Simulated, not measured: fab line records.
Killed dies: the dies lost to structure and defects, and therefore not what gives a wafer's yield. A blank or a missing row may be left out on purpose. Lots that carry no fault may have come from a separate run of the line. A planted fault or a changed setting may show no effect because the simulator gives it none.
Code-filled problem report in 8D (eight disciplines) form ; flow gf180mcu ; the parts of the form that need people (team, actions taken, sign-off) are left out

1. WHAT WENT WRONG
cathode-dc-power-W at GF_V3_SPUTTER_22 reads a mean of 4401.4 W on 6 wafers of 2 lots; wafers without a fault read 4000.0 W with a standard deviation of 0.71. So: +99 or more standard deviations from the usual mean.
The step: material TiN, target thk 10 nm, time 40 s.
First seen on wafer L655.3, day 25 11:32, on pvd-sputter-01. The record holds 18 wafers of 6 lots with a number at this step. Rule for "out", or "out of limits": more than 4 standard deviations from the usual mean. Any other wafer with a number is counted as sound.

2. WHAT IT IS AND WHAT IT IS NOT
question;is;is not
which readings at this step;cathode-dc-power-W;throttle-valve-pct
which lots;L655, L656;L652, L662, L663, L668
which wafers of those lots;all that have a number;-
read on which tools;pvd-sputter-01;pvd-sputter-02, pvd-sputter-04
when;from day 25 11:32;"up to then (3 sound wafers); but 9 sound wafers of L662, L663, L668 came after"

3. THE SUSPECTS, EACH WITH WHAT RULES IT OUT
Counting: a tool stays on the suspect list if, at a process step up to the reading, it processed all lots that are out and no sound lot following the first of them.
- plasma-asher-04 at GF_V3_STRIP_18 (strips in O2/N2): ruled out as a lasting fault. The sound lots L662, L668 went through it after L655, its earliest lot that is out (day 25 10:58).
- pvd-sputter-01 at GF_V3_SPUTTER_21 (material Ti, target thk 15 nm, time 80.02 s): ruled out as a lasting fault. The sound lots L668 went through it after L655, its earliest lot that is out (day 25 11:28).
- pvd-sputter-01 at GF_V3_SPUTTER_22 (material TiN, target thk 10 nm, time 40 s): ruled out as a lasting fault. The sound lots L668 went through it after L655, its earliest lot that is out (day 25 11:32).
Left after counting: nothing in the record.

4. THE CAUSE (what the simulator had put in)
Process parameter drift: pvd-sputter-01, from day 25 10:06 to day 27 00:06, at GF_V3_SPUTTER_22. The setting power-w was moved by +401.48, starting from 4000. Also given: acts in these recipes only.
Counting ruled it out, wrongly.

5. THE EFFECT CHAIN, in route order
One row per reading whose mean, taken over the struck wafers that have a number, lies over 3 standard deviations from the usual. Only readings for which the record gives a usual standard deviation are gone through. hours: the time from each lot's start at the first step in this table that gives one to its start at this step, as a median over the lots. sigmas: the change in usual standard deviations.
hours;step;reading;usual;on struck wafers;change;sigmas
0;GF_V3_SPUTTER_22;cathode-dc-power-W;4000.0 W;4401.4;+401.4;+99 or more
Its process steps:
- GF_V3_SPUTTER_22: material TiN, target thk 10 nm, time 40 s.

6. HOW IT WOULD HAVE BEEN CAUGHT EARLIER
In this record the first reading out of limits was taken at day 25 11:32, 1 hour after the fault began at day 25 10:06.
